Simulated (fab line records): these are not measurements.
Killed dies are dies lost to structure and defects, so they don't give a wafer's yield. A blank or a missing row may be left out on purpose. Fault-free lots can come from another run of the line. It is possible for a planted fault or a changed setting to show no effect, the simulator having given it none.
Problem report in the 8D (eight disciplines) form, filled by code || flow gf180mcu || the parts of the form that need people (team, actions taken, sign-off) are left out

1. THE PROBLEM
cd-nm at GF_V4_CD_MEAS_14 reads a mean of 243.6 nm on 9 wafers of 3 lots; wafers without a fault read 260.0 nm with a standard deviation of 1.3. That is -13 standard deviations from the usual mean.
The step: target cd 260 nm.
First seen on wafer L111.1, day 27 02:50, on cd-sem-02. Wafers with a number at this step in the record: 39, from 13 lots. Rule for "out" (also "out of limits"): further than 4 standard deviations from the usual mean. All remaining wafers that have a number are taken as sound.

2. WHAT IT IS, AND WHAT IT ISN'T
{"question": "which readings at this step", "is": "cd-nm", "is not": "-"}
{"question": "which lots", "is": "L111, L112, L113", "is not": "L104, L105, L106, L107, L108, L116, L117, L124, L125, L126"}
{"question": "which wafers of those lots", "is": "all that have a number", "is not": "-"}
{"question": "read on which gauges", "is": "cd-sem-01, cd-sem-02", "is not": "-"}
{"question": "when", "is": "from day 27 02:50", "is not": "up to then (15 sound wafers); but 15 sound wafers of L116, L117, L124, L125, L126 came after"}

3. WHAT RULES OUT EACH SUSPECT
Counting: a tool stays on the suspect list if, at a process step up to the reading, it processed all lots that are out and no sound lot following the first of them.
- the gauge at GF_V4_CD_MEAS_14: ruled out. Those wafers that are out were read across 2 gauges (cd-sem-01, cd-sem-02).
- cmp-02 at GF_V3_CMP_26 (polishes, stops on SiO2, t overpolish 15 s, target thk 0 nm): ruled out as a lasting fault. The sound lots L116, L124, L125, L126 went through it after L111, its earliest lot that is out (day 25 07:44).
- pecvd-01 at GF_V4_CVD_02 (deposits SiO2 from TEOS, target thk 850 nm, time 94.851 s): ruled out as a lasting fault. The sound lots L116 went through it after L111, its earliest lot that is out (day 26 05:30).
- krf-scanner-01 at GF_V4_EXPOSE_11 (exposes mask Via4, target cd 260 nm): kept. It processed each lot that is out, first L111 at day 26 16:44, and no sound lot thereafter; up to then, the last sound lot it processed was L108 at day 25 17:31. On those wafers its own readings are out: exposure-dose-mJ-cm2.
After counting, what remains is krf-scanner-01 at GF_V4_EXPOSE_11.

4. THE CAUSE (what the simulator had put in)
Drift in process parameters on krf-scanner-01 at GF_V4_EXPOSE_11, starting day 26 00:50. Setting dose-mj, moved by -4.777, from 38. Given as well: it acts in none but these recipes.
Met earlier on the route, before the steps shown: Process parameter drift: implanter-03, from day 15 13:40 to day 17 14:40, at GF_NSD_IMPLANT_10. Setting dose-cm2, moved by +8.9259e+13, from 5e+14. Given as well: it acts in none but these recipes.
Counting left only this tool.

5. THE CHAIN OF EFFECTS, in route order
Each row: a reading whose mean over the struck wafers that have a number lies more than 3 standard deviations from the usual. Readings are gone through only where the record gives a usual standard deviation; hours: the median, over the lots, of the time from a lot's start at the first step in this table giving one to that lot's start at this step; sigmas: the change measured in usual standard deviations.
{"hours": 0, "step": "GF_V4_EXPOSE_11", "reading": "exposure-dose-mJ-cm2", "usual": 38.00, "on struck wafers": 34.36, "change": -3.64, "sigmas": -93}
{"hours": 10, "step": "GF_V4_CD_MEAS_14", "reading": "cd-nm", "usual": "260.0 nm", "on struck wafers": 243.6, "change": -16.4, "sigmas": -13}
Its process steps:
- GF_V4_EXPOSE_11: exposes mask Via4, target cd 260 nm.

6. HOW IT WOULD HAVE BEEN CAUGHT EARLIER
26 hours passed between the start of the fault at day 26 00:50 and the first reading out of limits at a measuring or inspecting step in this record, taken at day 27 02:50.
Tool's own readings at GF_V4_EXPOSE_11, exposure-dose-mJ-cm2: out on all struck wafers the step has rows for; an alarm limit on them would have tripped on the first.
Lots out: 3; of these, L112, L113 started GF_V4_EXPOSE_11 on krf-scanner-01 after day 27 02:50. A hold on the tool at that time would have spared those 2.
